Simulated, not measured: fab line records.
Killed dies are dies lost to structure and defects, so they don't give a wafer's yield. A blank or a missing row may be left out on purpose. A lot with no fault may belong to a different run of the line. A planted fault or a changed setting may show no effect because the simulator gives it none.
Which tool is to blame? + flow sky130 + 10 lots (30 wafers sampled), 1 step of a 708-step route

== WHAT THE GAUGES SHOWED, per wafer ==
SKY_CONTACT_RS_MEAS_25: measures by four-point-probe.
| lot  | measured     | on            | CONTACT_W_RS (ohm/sq) |
|------|--------------|---------------|-----------------------|
| L953 | day 32 03:20 | film-metro-03 | 0.340 0.338 0.328     |
| L955 | day 33 09:11 | film-metro-03 | 0.333 0.340 0.333     |
| L957 | day 33 17:59 | film-metro-03 | 0.340 0.342 0.342     |
| L958 | day 33 18:46 | film-metro-03 | 0.329 0.331 0.340     |
| L963 | day 36 00:23 | film-metro-04 | 0.340 0.341 0.337     |
| L964 | day 36 06:38 | film-metro-03 | 0.343 0.342 0.345     |
| L966 | day 37 00:41 | film-metro-04 | 0.332 0.343 0.341     |
| L971 | day 38 02:22 | film-metro-01 | 0.343 0.338 0.342     |
| L972 | day 38 05:01 | film-metro-03 | 0.339 0.336 0.333     |
| L974 | day 38 21:10 | film-metro-03 | 0.338 0.335 0.337     |

== TOOL THAT RAN EACH LOT (tool first, then ch and the chambers of the sampled wafers, then the start) ==
No process step before these readings appears in the record.

== AS READ BY THE TOOLS THEMSELVES (means over the sampled wafers that have a number; for cases with no such wafer, the mark the record gives instead) ==
The record holds no such reading with a usual standard deviation.

== THE ANSWER, worked out from the rows above alone ==
Rule: what is usual is taken from the lots themselves. Put in order of their means at a reading, lots are off if they are a third of the lots or fewer, leave a main group of 4 or more, and stand apart from it by a gap of 3 or more times the standard deviation of the main group's means; of several such gaps the widest counts. A main group is skipped when, at the precision printed for the reading in the tables above, its means are all equal. Also off: a lot with no number at a reading for which 4 or more lots have one. Any other lot the step has rows for is counted as sound. Order of review: gauges by route order, followed by the tools' own readings, for which a lot's mean as printed above is used. The first step at which some lot is off is used, and at that step the reading that is off furthest; a lot without a number counts as furthest.
Across all readings shown, no lot is off: no conclusion can be drawn from this.

== WHAT WAS PUT IN BY THE SIMULATOR ==
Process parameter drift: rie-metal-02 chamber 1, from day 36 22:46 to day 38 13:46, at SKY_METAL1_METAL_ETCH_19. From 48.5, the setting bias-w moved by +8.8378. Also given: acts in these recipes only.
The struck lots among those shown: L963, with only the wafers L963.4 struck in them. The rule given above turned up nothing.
